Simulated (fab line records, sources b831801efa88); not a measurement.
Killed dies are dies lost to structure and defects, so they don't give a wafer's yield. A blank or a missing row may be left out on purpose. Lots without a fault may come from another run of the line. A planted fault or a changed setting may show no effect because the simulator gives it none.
A struck lot beside a sound one | flow sky130 | 16 steps out of a route of 708
Sound: wafers L781.2, L781.3, L781.4. Struck: wafers L794.3, L794.4. (L794.6 of the same lot was not struck and is left out.) The cause comes at the end.
At each step with rows: each side's tool, then ch and its chambers, then its first start. Under that, the readings that differ: sound wafers | struck wafers | difference of the means | sigmas: that difference in standard deviations of wafers without a fault.
alike: readings whose means differ by less than 2 such deviations, and words and numbers that are the same on both sides. not compared: withheld readings, readings that some wafer has no value for, bounds like >300 that may hide the same value, and numbers for which the record gives no deviation and whose values overlap.
The two part at a step that has a row with sigmas, a row that says differs or no value, or rows on one side only. Numbers that don't overlap but have no deviation are shown without sigmas and don't part them. A reading that every wafer of one side lacks parts them only if that side has two wafers or more.

first, 3 steps without rows for these wafers: SKY_METAL2_EXPOSE_12 (exposes mask MM2, target cd 140 nm); SKY_METAL2_PEB_13; SKY_METAL2_DEVELOP_14 (develop time 60 s).
SKY_METAL2_CD_MEAS_15: target cd 140 nm.
  sound on cd_sem-01, day 36 00:32; struck on cd_sem-02, day 40 16:58
  alike: cd_nm
SKY_METAL2_OVL_MEAS_16:
  sound on overlay-02, day 36 00:39; struck on overlay-01, day 40 17:04
  alike: METAL2_OVL
SKY_METAL2_DESCUM_17: chemistry O2, time 8 s.
  sound on rie_metal-02 ch 0,1, day 36 00:41; struck on rie_metal-02 ch 0,1, day 40 17:06
  alike: drypump_motor_current_A, oes_product_au, temp_c
  not compared: rf_hours_counter_h
SKY_METAL2_ETCH_18: etches BARC in N2/H2, stops on SiO2, time 45.9 s, target depth 60 nm.
  sound on rie_metal-02 ch 0,1, day 36 00:43; struck on rie_metal-02 ch 0,1, day 40 17:08
  alike: drypump_motor_current_A, oes_product_au, throttle_valve_pct
  not compared: rf_hours_counter_h
SKY_METAL2_METAL_ETCH_19: etches the open film in Cl2/BCl3, stops on SiO2, target depth 360 nm, time 78 s.
  sound on rie_metal-02 ch 0,1, day 36 00:47; struck on rie_metal-02 ch 0,1, day 40 17:13
  alike: drypump_motor_current_A, oes_product_au, throttle_valve_pct
  not compared: rf_hours_counter_h
SKY_METAL2_STRIP_20: strips in O2/N2.
  sound on plasma_asher-03 ch 0,1, day 36 00:52; struck on plasma_asher-04 ch 0,1, day 40 17:19
  alike: drypump_motor_current_A, oes_product_au, strip_time_to_endpoint_s
  not compared: rf_hours_counter_h
then, 3 steps without rows for these wafers: SKY_METAL2_STRIP_21 (strips in post etch residue remover, time 1200 s); SKY_METAL2_CLEAN_22 (cleans in IPA, time 180 s); SKY_METAL2_CLEAN_23 (cleans in O3/DIW).
SKY_VIA2_HDPCVD_00: deposits SiO2, target thk 1180 nm, time 196.7 s.
  sound on hdpcvd-02 ch 1,2, day 36 01:29; struck on hdpcvd-02 ch 0, day 40 17:52
  reading                                  | sound             | struck      | difference | sigmas
  run_length_s (s)                         | 224.0 224.9 223.6 | 248.7 249.1 | +24.7      | +41
  model.SiO2_of_VIA2_HDPCVD_00.thk_nm (nm) | 1183 1178 1201    | 1337 1332   | +147       |
SKY_VIA2_THK_MEAS_01:
  sound on film_metro-01, day 36 01:38; struck on film_metro-03, day 40 18:01
  reading              | sound          | struck    | difference | sigmas
  VIA2_HDPCVD_THK (nm) | 1184 1179 1201 | 1338 1332 | +147       | +13
SKY_VIA2_CMP_02: polishes SiO2.
  sound on cmp-02 ch 0,2,3, day 36 01:41; struck on cmp-02 ch 0,1, day 40 18:03
  reading                      | sound             | struck      | difference | sigmas
  retaining_ring_pressure_frac | 1.001 0.993 0.997 | 1.013 1.002 | +0.010     | +2
  alike: edge_zone_pressure_frac, head_pressure_psi, motor_current_A
-- the record jumps here: 9 days lie between the struck wafers' starts before and after (it left off in module VIA2 and takes up again in module PAD_OPEN, whose first step shown is number 708 of the route) --
SKY_PAD_OPEN_PROBE_99:
  sound on prober-02, day 46 09:18; struck on prober-01, day 49 19:59
  alike: defect_limited_yield, killed_at_M0_to_M3, killed_at_M4_up, killed_at_contacts, killed_at_front_end, killed_at_other, killed_dies, killed_open, killed_short, sort_bin_3_pad_short, sort_bin_5_function, sort_bin_6_memory, sort_n_pass, sort_yield_pct

WHERE THEY PART
First at SKY_VIA2_HDPCVD_00; last, within this record, at SKY_VIA2_CMP_02. Later steps at which nothing parts them and some readings are alike: SKY_PAD_OPEN_PROBE_99.

WHY: what the simulator had put in
Process parameter drift: hdpcvd-02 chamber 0, from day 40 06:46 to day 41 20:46, at SKY_VIA2_HDPCVD_00. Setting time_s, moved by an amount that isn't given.
